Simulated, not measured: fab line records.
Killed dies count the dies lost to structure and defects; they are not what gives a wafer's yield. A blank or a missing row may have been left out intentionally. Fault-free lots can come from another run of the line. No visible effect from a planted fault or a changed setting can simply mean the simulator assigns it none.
Which tool was responsible? || flow sky130 || 13 lots with 39 wafers sampled at 5 steps, on a route of 708 steps

WHAT THE GAUGES SHOWED, per wafer
SKY_FIELD_ISO_THK_MEAS_04. Usual: FIELD_ISO_CVD_03_THK typically reads 164.5 nm, with standard deviation 1.4.
{"lot": "L627", "measured": "day 1 20:13", "on": "film metro-02", "FIELD_ISO_CVD_03_THK (nm)": "166.1 165.3 165.8", "flag": ""}
{"lot": "L628", "measured": "day 2 00:20", "on": "film metro-02", "FIELD_ISO_CVD_03_THK (nm)": "167.1 168.2 166.4", "flag": ""}
{"lot": "L629", "measured": "day 2 05:17", "on": "film metro-02", "FIELD_ISO_CVD_03_THK (nm)": "166.4 165.9 165.8", "flag": ""}
{"lot": "L632", "measured": "day 2 20:22", "on": "film metro-01", "FIELD_ISO_CVD_03_THK (nm)": "164.6 164.1 163.2", "flag": ""}
{"lot": "L633", "measured": "day 3 01:04", "on": "film metro-01", "FIELD_ISO_CVD_03_THK (nm)": "164.5 166.6 165.4", "flag": ""}
{"lot": "L635", "measured": "day 3 11:41", "on": "film metro-04", "FIELD_ISO_CVD_03_THK (nm)": "163.5 163.8 163.1", "flag": ""}
{"lot": "L636", "measured": "day 3 19:47", "on": "film metro-01", "FIELD_ISO_CVD_03_THK (nm)": "163.9 163.1 164.8", "flag": ""}
{"lot": "L639", "measured": "day 4 12:04", "on": "film metro-02", "FIELD_ISO_CVD_03_THK (nm)": "164.5 162.3 162.7", "flag": ""}
{"lot": "L642", "measured": "day 4 22:05", "on": "film metro-01", "FIELD_ISO_CVD_03_THK (nm)": "162.9 162.1 162.6", "flag": ""}
{"lot": "L646", "measured": "day 5 18:20", "on": "film metro-02", "FIELD_ISO_CVD_03_THK (nm)": "166.3 165.7 164.6", "flag": ""}
{"lot": "L647", "measured": "day 5 23:08", "on": "film metro-04", "FIELD_ISO_CVD_03_THK (nm)": "165.2 164.6 164.5", "flag": ""}
{"lot": "L648", "measured": "day 6 04:17", "on": "film metro-01", "FIELD_ISO_CVD_03_THK (nm)": "165.2 165.9 165.6", "flag": ""}
{"lot": "L649", "measured": "day 6 10:25", "on": "film metro-01", "FIELD_ISO_CVD_03_THK (nm)": "166.3 163.7 165.1", "flag": ""}

SKY_NWELL_OVL_MEAS_10. Usual: NWELL_00_OVL typically reads -0.2 nm, with standard deviation 1.4.
{"lot": "L627", "measured": "day 4 19:25", "on": "overlay-02", "NWELL_00_OVL (nm)": "0.3 -3.4 -2.1", "flag": ""}
{"lot": "L628", "measured": "day 4 23:50", "on": "overlay-02", "NWELL_00_OVL (nm)": "-1.1 0.1 -0.7", "flag": ""}
{"lot": "L629", "measured": "day 5 03:53", "on": "overlay-02", "NWELL_00_OVL (nm)": "0.0 0.7 -1.1", "flag": ""}
{"lot": "L632", "measured": "day 6 12:17", "on": "overlay-02", "NWELL_00_OVL (nm)": "1.8 -0.6 -1.4", "flag": ""}
{"lot": "L633", "measured": "day 6 11:40", "on": "overlay-01", "NWELL_00_OVL (nm)": "1.1 1.7 0.5", "flag": ""}
{"lot": "L635", "measured": "day 6 20:04", "on": "overlay-02", "NWELL_00_OVL (nm)": "0.2 -0.6 -1.2", "flag": ""}
{"lot": "L636", "measured": "day 7 01:49", "on": "overlay-02", "NWELL_00_OVL (nm)": "-1.0 -0.8 -1.9", "flag": ""}
{"lot": "L639", "measured": "day 8 00:43", "on": "overlay-02", "NWELL_00_OVL (nm)": "-3.5 0.3 1.2", "flag": ""}
{"lot": "L642", "measured": "day 8 12:49", "on": "overlay-01", "NWELL_00_OVL (nm)": "0.6 1.5 2.7", "flag": ""}
{"lot": "L646", "measured": "day 9 10:13", "on": "overlay-02", "NWELL_00_OVL (nm)": "-0.8 -2.3 -1.5", "flag": ""}
{"lot": "L647", "measured": "day 9 14:46", "on": "overlay-02", "NWELL_00_OVL (nm)": "0.5 -1.0 0.9", "flag": ""}
{"lot": "L648", "measured": "day 9 20:19", "on": "overlay-01", "NWELL_00_OVL (nm)": "1.4 0.5 0.3", "flag": ""}
{"lot": "L649", "measured": "day 10 03:13", "on": "overlay-02", "NWELL_00_OVL (nm)": "-0.7 -0.8 -2.1", "flag": ""}

SKY_VT_ADJUST_HVTP_CD_MEAS_07 targets a cd of 380 nm. Usual: cd nm at 380.4 nm, with a standard deviation of 2.7.
{"lot": "L627", "measured": "day 6 08:45", "on": "cd sem-01", "cd nm (nm)": "376.5 378.2 378.2", "flag": ""}
{"lot": "L628", "measured": "day 6 13:12", "on": "cd sem-02", "cd nm (nm)": "378.4 380.6 381.3", "flag": ""}
{"lot": "L629", "measured": "day 6 16:57", "on": "cd sem-01", "cd nm (nm)": "382.3 381.1 379.8", "flag": ""}
{"lot": "L632", "measured": "day 8 04:44", "on": "cd sem-02", "cd nm (nm)": "379.4 379.4 381.0", "flag": ""}
{"lot": "L633", "measured": "day 8 04:34", "on": "cd sem-02", "cd nm (nm)": "381.6 380.9 381.4", "flag": ""}
{"lot": "L635", "measured": "day 8 13:15", "on": "cd sem-02", "cd nm (nm)": "382.6 381.4 369.6 382.0 381.2 370.1", "flag": ""}
{"lot": "L636", "measured": "day 8 19:27", "on": "cd sem-02", "cd nm (nm)": "381.2 378.6 371.4", "flag": ""}
{"lot": "L639", "measured": "day 9 20:30", "on": "cd sem-02", "cd nm (nm)": "381.8 379.9 380.3", "flag": ""}
{"lot": "L642", "measured": "day 10 09:34", "on": "cd sem-02", "cd nm (nm)": "382.2 383.4 383.1", "flag": ""}
{"lot": "L646", "measured": "day 11 09:43", "on": "cd sem-01", "cd nm (nm)": "381.5 382.1 380.7", "flag": ""}
{"lot": "L647", "measured": "day 11 11:43", "on": "cd sem-01", "cd nm (nm)": "379.5 379.8 379.4", "flag": ""}
{"lot": "L648", "measured": "day 11 19:00", "on": "cd sem-02", "cd nm (nm)": "381.6 380.8 382.6", "flag": ""}
{"lot": "L649", "measured": "day 12 02:48", "on": "cd sem-01", "cd nm (nm)": "380.9 382.3 380.8", "flag": ""}

SKY_VT_ADJUST_HVTR_OVL_MEAS_08. Usual: VT_ADJUST_HVTR_OVL typically reads 0.5 nm, with standard deviation 1.4.
{"lot": "L627", "measured": "day 9 18:44", "on": "overlay-01", "VT_ADJUST_HVTR_OVL (nm)": "-0.2 -1.1 0.5", "flag": ""}
{"lot": "L628", "measured": "day 10 00:02", "on": "overlay-02", "VT_ADJUST_HVTR_OVL (nm)": "-1.1 -0.2 1.5", "flag": ""}
{"lot": "L629", "measured": "day 10 04:57", "on": "overlay-02", "VT_ADJUST_HVTR_OVL (nm)": "0.4 -0.3 -1.6", "flag": ""}
{"lot": "L632", "measured": "day 11 23:12", "on": "overlay-01", "VT_ADJUST_HVTR_OVL (nm)": "4.2 2.7 2.2", "flag": ""}
{"lot": "L633", "measured": "day 11 22:54", "on": "overlay-02", "VT_ADJUST_HVTR_OVL (nm)": "-0.8 0.5 0.3", "flag": ""}
{"lot": "L635", "measured": "day 12 07:42", "on": "overlay-02", "VT_ADJUST_HVTR_OVL (nm)": "1.5 -0.8 2.3", "flag": ""}
{"lot": "L636", "measured": "day 12 16:26", "on": "overlay-02", "VT_ADJUST_HVTR_OVL (nm)": "-1.1 -1.6 0.3", "flag": ""}
{"lot": "L639", "measured": "day 13 19:44", "on": "overlay-02", "VT_ADJUST_HVTR_OVL (nm)": "0.4 -0.1 0.2", "flag": ""}
{"lot": "L642", "measured": "day 14 14:44", "on": "overlay-01", "VT_ADJUST_HVTR_OVL (nm)": "-1.1 -1.2 0.5", "flag": ""}
{"lot": "L646", "measured": "day 15 19:26", "on": "overlay-02", "VT_ADJUST_HVTR_OVL (nm)": "1.0 -0.4 1.3", "flag": ""}
{"lot": "L647", "measured": "day 15 19:44", "on": "overlay-02", "VT_ADJUST_HVTR_OVL (nm)": "1.5 -0.3 0.0", "flag": ""}
{"lot": "L648", "measured": "day 16 03:44", "on": "overlay-02", "VT_ADJUST_HVTR_OVL (nm)": "-0.7 -2.0 -1.7", "flag": ""}
{"lot": "L649", "measured": "day 16 14:11", "on": "overlay-02", "VT_ADJUST_HVTR_OVL (nm)": "-0.8 -0.3 0.0", "flag": ""}

WHAT TOOL EACH LOT RAN ON (gives the tool, then ch and the chambers of the sampled wafers, and finally the start)
{"lot": "L627", "SKY_VT_ADJUST_HVTP_EXPOSE_04": "iline stepper-02 ch 0, day 5 23:19"}
{"lot": "L628", "SKY_VT_ADJUST_HVTP_EXPOSE_04": "iline stepper-02 ch 0, day 6 04:19"}
{"lot": "L629", "SKY_VT_ADJUST_HVTP_EXPOSE_04": "iline stepper-02 ch 0, day 6 08:31"}
{"lot": "L632", "SKY_VT_ADJUST_HVTP_EXPOSE_04": "iline stepper-02 ch 0, day 7 19:29"}
{"lot": "L633", "SKY_VT_ADJUST_HVTP_EXPOSE_04": "iline stepper-02 ch 0, day 7 19:01"}
{"lot": "L635", "SKY_VT_ADJUST_HVTP_EXPOSE_04": "iline stepper-02 ch 0, day 8 03:29"}
{"lot": "L636", "SKY_VT_ADJUST_HVTP_EXPOSE_04": "iline stepper-02 ch 0, day 8 08:39"}
{"lot": "L639", "SKY_VT_ADJUST_HVTP_EXPOSE_04": "iline stepper-01 ch 0, day 9 09:13"}
{"lot": "L642", "SKY_VT_ADJUST_HVTP_EXPOSE_04": "iline stepper-01 ch 0, day 9 23:10"}
{"lot": "L646", "SKY_VT_ADJUST_HVTP_EXPOSE_04": "iline stepper-01 ch 0, day 10 22:17"}
{"lot": "L647", "SKY_VT_ADJUST_HVTP_EXPOSE_04": "iline stepper-01 ch 0, day 11 00:17"}
{"lot": "L648", "SKY_VT_ADJUST_HVTP_EXPOSE_04": "iline stepper-01 ch 0, day 11 07:04"}
{"lot": "L649", "SKY_VT_ADJUST_HVTP_EXPOSE_04": "iline stepper-02 ch 0, day 11 15:27"}
- SKY_VT_ADJUST_HVTP_EXPOSE_04: exposes mask HVTPM, target cd 380 nm.

AS READ BY THE TOOLS THEMSELVES (means over the sampled wafers that have a number; for cases with no such wafer, the mark the record gives instead)
The record holds no such reading with a usual standard deviation.

THE ANSWER, worked out from the rows above alone
Rule: a lot is off if the mean of its wafers that have a number lies more than 3 standard deviations from the usual mean. Also off: a lot with no number at a reading for which 4 or more lots have one. The other lots that the step has rows for count as sound. The gauges are gone through in route order, then the tools' own readings, and for those a lot's mean is taken as printed above. The first step at which some lot is off is used, and at that step the reading that is off furthest; a lot without a number counts as furthest.
Nothing can be told from this: no lot is off at any reading shown.

WHAT WAS PUT IN BY THE SIMULATOR
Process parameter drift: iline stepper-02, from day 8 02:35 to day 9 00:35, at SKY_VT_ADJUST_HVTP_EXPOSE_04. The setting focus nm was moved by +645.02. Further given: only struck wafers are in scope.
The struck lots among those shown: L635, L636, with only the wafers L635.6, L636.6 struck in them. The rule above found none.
